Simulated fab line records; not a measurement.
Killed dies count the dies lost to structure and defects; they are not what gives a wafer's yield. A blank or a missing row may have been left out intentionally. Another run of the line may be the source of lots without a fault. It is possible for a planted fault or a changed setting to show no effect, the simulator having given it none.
The tool behind it: which one? ; flow gf180mcu ; 14 lots with 42 wafers sampled at 4 steps, on a route of 602 steps

## WHAT THE GAUGES READ, wafer by wafer
GF_M5_OVL_MEAS_08. Usual: for M5_OVL the level is -2 nm and the standard deviation is 4.8.
lot;measured;on;M5_OVL (nm);flag
L336;day 26 17:56;overlay-02;-2 2 -9;
L338;day 27 07:17;overlay-01;-7 -5 -4;
L339;day 27 15:29;overlay-02;-4 -2 -1;
L340;day 27 16:56;overlay-01;11 5 6;
L341;day 27 20:50;overlay-01;7 6 -2;
L342;day 28 05:36;overlay-02;-1 0 -3;
L343;day 28 18:53;overlay-01;-3 0 3;
L344;day 28 21:19;overlay-01;3 3 -4;
L351;day 30 21:38;overlay-02;-2 1 4;
L352;day 31 03:38;overlay-02;-12 -2 -7;
L353;day 31 10:13;overlay-01;-3 -13 2;
L354;day 31 14:32;overlay-01;-4 -2 -8;
L355;day 31 22:50;overlay-01;-10 1 -6;
L357;day 32 07:29;overlay-01;-7 -6 -12;

GF_V5_RS_MEAS_24: a four-point-probe measurement. Usual: for V5_W_RS the level is 0.327 ohm/sq and the standard deviation is 0.0039.
lot;measured;on;V5_W_RS (ohm/sq);flag
L336;day 27 16:02;film-metro-04;0.328 0.326 0.335;
L338;day 28 05:50;film-metro-04;0.325 0.332 0.329;
L339;day 28 13:51;film-metro-03;0.325 0.323 0.326;
L340;day 28 15:08;film-metro-03;0.329 0.327 0.331;
L341;day 28 18:26;film-metro-01;0.323 0.329 0.320;
L342;day 29 03:59;film-metro-04;0.318 0.319 0.326;
L343;day 29 15:55;film-metro-01;0.322 0.325 0.328;
L344;day 29 18:47;film-metro-03;0.326 0.326 0.331;
L351;day 31 16:47;film-metro-03;0.328 0.326 0.330;
L352;day 31 23:26;film-metro-01;0.332 0.325 0.328;
L353;day 32 05:22;film-metro-04;0.325 0.325 0.325;
L354;day 32 09:41;film-metro-04;0.327 0.320 0.328;
L355;day 32 18:22;film-metro-04;0.321 0.331 0.327;
L357;day 33 02:57;film-metro-03;0.329 0.323 0.324;

## WHAT TOOL EACH LOT RAN ON (gives the tool, then ch and the chambers of the sampled wafers, and finally the start)
lot;GF_SALICIDE_SPUTTER_02;GF_V5_SPUTTER_22
L336;pvd-sputter-04, day 15 15:59;pvd-sputter-02, day 27 15:51
L338;pvd-sputter-03, day 16 05:33;pvd-sputter-02, day 28 05:40
L339;pvd-sputter-03, day 16 16:49;pvd-sputter-03, day 28 13:41
L340;pvd-sputter-01, day 16 17:16;pvd-sputter-03, day 28 14:59
L341;pvd-sputter-03, day 16 22:01;pvd-sputter-01, day 28 18:17
L342;pvd-sputter-03, day 17 10:52;pvd-sputter-03, day 29 03:48
L343;pvd-sputter-01, day 18 00:32;pvd-sputter-03, day 29 15:46
L344;pvd-sputter-01, day 18 02:02;pvd-sputter-03, day 29 18:35
L351;pvd-sputter-01, day 20 15:49;pvd-sputter-01, day 31 16:38
L352;pvd-sputter-03, day 20 23:28;pvd-sputter-01, day 31 23:17
L353;pvd-sputter-01, day 21 10:26;pvd-sputter-01, day 32 05:09
L354;pvd-sputter-03, day 21 14:48;pvd-sputter-03, day 32 09:32
L355;pvd-sputter-03, day 22 04:16;pvd-sputter-02, day 32 18:12
L357;pvd-sputter-04, day 22 12:02;pvd-sputter-01, day 33 02:48
- GF_SALICIDE_SPUTTER_02: material Co, target thk 10 nm, time 20 s.
- GF_V5_SPUTTER_22: material TiN, target thk 10 nm, time 40 s.

## WHAT THE TOOLS THEMSELVES READ (means of the sampled wafers that have a number; where no wafer has one, the mark that the record gives instead)
GF_SALICIDE_SPUTTER_02. Usual: 29.9 % for throttle-valve-pct, sd 0.88.
lot;tool;throttle-valve-pct (%);flag
L336;pvd-sputter-04;28.8;
L338;pvd-sputter-03;30.0;
L339;pvd-sputter-03;29.5;
L340;pvd-sputter-01;30.1;
L341;pvd-sputter-03;30.0;
L342;pvd-sputter-03;29.4;
L343;pvd-sputter-01;30.5;
L344;pvd-sputter-01;30.1;
L351;pvd-sputter-01;30.7;
L352;pvd-sputter-03;30.0;
L353;pvd-sputter-01;30.5;
L354;pvd-sputter-03;29.5;
L355;pvd-sputter-03;30.3;
L357;pvd-sputter-04;28.9;

GF_V5_SPUTTER_22. Usual: 30.2 % for throttle-valve-pct, sd 0.84.
lot;tool;throttle-valve-pct (%);flag
L336;pvd-sputter-02;31.0;
L338;pvd-sputter-02;31.0;
L339;pvd-sputter-03;29.4;
L340;pvd-sputter-03;29.4;
L341;pvd-sputter-01;30.2;
L342;pvd-sputter-03;29.4;
L343;pvd-sputter-03;29.5;
L344;pvd-sputter-03;29.5;
L351;pvd-sputter-01;29.9;
L352;pvd-sputter-01;30.5;
L353;pvd-sputter-01;30.3;
L354;pvd-sputter-03;30.1;
L355;pvd-sputter-02;30.1;
L357;pvd-sputter-01;30.3;

## THE ANSWER, worked out from the rows above alone
Rule: take the mean of a lot's wafers that have a number; if it is more than 3 standard deviations from the usual mean, the lot is off. Also off: a lot with no number at a reading for which 4 or more lots have one. Where the step has rows for the other lots, those lots are counted as sound. Order of review: gauges by route order, followed by the tools' own readings, for which a lot's mean as printed above is used. The first step at which some lot is off is used, and at that step the reading that is off furthest; a lot without a number counts as furthest.
No lot is off at any reading shown: from this, nothing can be told.

## WHAT THE SIMULATOR PUT IN
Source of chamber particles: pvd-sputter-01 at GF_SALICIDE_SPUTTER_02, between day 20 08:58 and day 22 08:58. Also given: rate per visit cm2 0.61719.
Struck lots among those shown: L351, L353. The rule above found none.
